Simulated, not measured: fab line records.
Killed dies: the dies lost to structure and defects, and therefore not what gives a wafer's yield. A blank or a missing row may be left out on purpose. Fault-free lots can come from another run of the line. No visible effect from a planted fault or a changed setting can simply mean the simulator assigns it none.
Which tool is to blame?    flow sky130    Sampling: 14 lots, 42 wafers, 3 of 708 route steps

== WHAT THE GAUGES SHOWED, per wafer ==
SKY_VIA2_BOW_MEAS_03.
lot   measured      on             VIA2_BOW (um)
L259  day 35 08:36  film-metro-02  83 79 85
L261  day 35 22:43  film-metro-03  83 91 94
L262  day 36 01:52  film-metro-03  99 92 98
L263  day 36 15:48  film-metro-01  87 87 102
L264  day 37 04:46  film-metro-01  97 78 89
L265  day 37 15:05  film-metro-02  90 78 85
L266  day 37 22:44  film-metro-03  79 77 81
L269  day 38 19:40  film-metro-01  76 79 84
L268  day 38 21:26  film-metro-01  89 83 86
L273  day 39 12:01  film-metro-03  90 89 105
L274  day 40 03:56  film-metro-03  100 87 76
L277  day 40 19:28  film-metro-01  101 96 85
L278  day 40 20:26  film-metro-03  88 81 90
L280  day 41 17:31  film-metro-03  79 88 91

SKY_VIA3_RS_MEAS_22: the measuring method here is four-point-probe.
lot   measured      on             VIA3_W_RS (ohm/sq)
L259  day 39 21:16  film-metro-01  0.296 0.293 0.294
L261  day 40 10:43  film-metro-03  0.291 0.296 0.290
L262  day 40 11:56  film-metro-04  0.294 0.290 0.290
L263  day 41 01:31  film-metro-04  0.299 0.295 0.298
L264  day 41 14:37  film-metro-03  0.293 0.292 0.291
L265  day 41 23:22  film-metro-03  0.301 0.294 0.295
L266  day 42 09:42  film-metro-03  0.296 0.294 0.296
L269  day 43 00:46  film-metro-03  0.299 0.294 0.297
L268  day 43 02:18  film-metro-03  0.295 0.293 0.295
L273  day 43 16:37  film-metro-04  0.290 0.291 0.290
L274  day 44 08:57  film-metro-04  0.298 0.300 0.298
L277  day 44 22:01  film-metro-03  0.299 0.292 0.295
L278  day 44 21:30  film-metro-01  0.295 0.290 0.293
L280  day 46 03:30  film-metro-04  0.289 0.295 0.294

== TOOL THAT RAN EACH LOT (tool first, then ch and the chambers of the sampled wafers, then the start) ==
lot   SKY_VIA2_CMP_24
L259  cmp-02 ch 1,2,3, day 36 12:35
L261  cmp-01 ch 1,3, day 37 03:03
L262  cmp-01 ch 0,1,2, day 37 05:30
L263  cmp-02 ch 0,1,2, day 37 19:04
L264  cmp-02 ch 0,1,3, day 38 08:10
L265  cmp-01 ch 0,1,2, day 38 18:16
L266  cmp-01 ch 0,1, day 39 04:47
L269  cmp-02 ch 2,3, day 39 21:44
L268  cmp-02 ch 1,2,3, day 39 23:03
L273  cmp-02 ch 0,1,3, day 40 14:04
L274  cmp-01 ch 0,2,3, day 41 05:56
L277  cmp-01 ch 1,2,3, day 41 20:43
L278  cmp-02 ch 0,2, day 41 21:05
L280  cmp-02 ch 2,3, day 42 18:43
- SKY_VIA2_CMP_24: polishes, stops on SiO2, t overpolish 20 s, target thk 0 nm.

== WHAT THE TOOLS THEMSELVES READ (means of the sampled wafers that have a number; where no wafer has one, the mark that the record gives instead) ==
SKY_VIA2_CMP_24.
lot   tool    motor-current-A (A)  overpolish-run-s (s)  retaining-ring-pressure-frac  time-to-endpoint-s (s)
L259  cmp-02  11.0                 20.006                0.998                         98
L261  cmp-01  10.4                 20.001                1.008                         107
L262  cmp-01  9.9                  19.998                1.002                         105
L263  cmp-02  10.2                 19.998                1.004                         101
L264  cmp-02  10.6                 19.999                0.995                         102
L265  cmp-01  9.7                  20.001                1.002                         103
L266  cmp-01  9.4                  19.995                1.003                         101
L269  cmp-02  10.3                 20.006                0.997                         102
L268  cmp-02  10.9                 20.002                1.006                         101
L273  cmp-02  10.1                 19.994                0.994                         106
L274  cmp-01  10.2                 19.999                0.999                         99
L277  cmp-01  10.2                 19.994                1.001                         104
L278  cmp-02  10.1                 19.997                1.002                         100
L280  cmp-02  10.4                 19.998                0.998                         104

== THE ANSWER, worked out from the rows above alone ==
Rule: the usual values come from the lots themselves. Put in order of their means at a reading, lots are off if they are a third of the lots or fewer, leave a main group of 4 or more, and stand apart from it by a gap of 3 or more times the standard deviation of the main group's means; of several such gaps the widest counts. A main group is skipped when, at the precision printed for the reading in the tables above, its means are all equal. A lot without any number at a reading at which 4 lots or more have one is off too. Any other lot the step has rows for is counted as sound. The gauges are gone through in route order, then the tools' own readings, and for those a lot's mean is taken as printed above. At the first step where some lot is off, the reading lying furthest off is the one used; lots without a number count as furthest.
None of the lots is off at any reading shown; this tells nothing.

== WHAT HAD BEEN PUT IN BY THE SIMULATOR ==
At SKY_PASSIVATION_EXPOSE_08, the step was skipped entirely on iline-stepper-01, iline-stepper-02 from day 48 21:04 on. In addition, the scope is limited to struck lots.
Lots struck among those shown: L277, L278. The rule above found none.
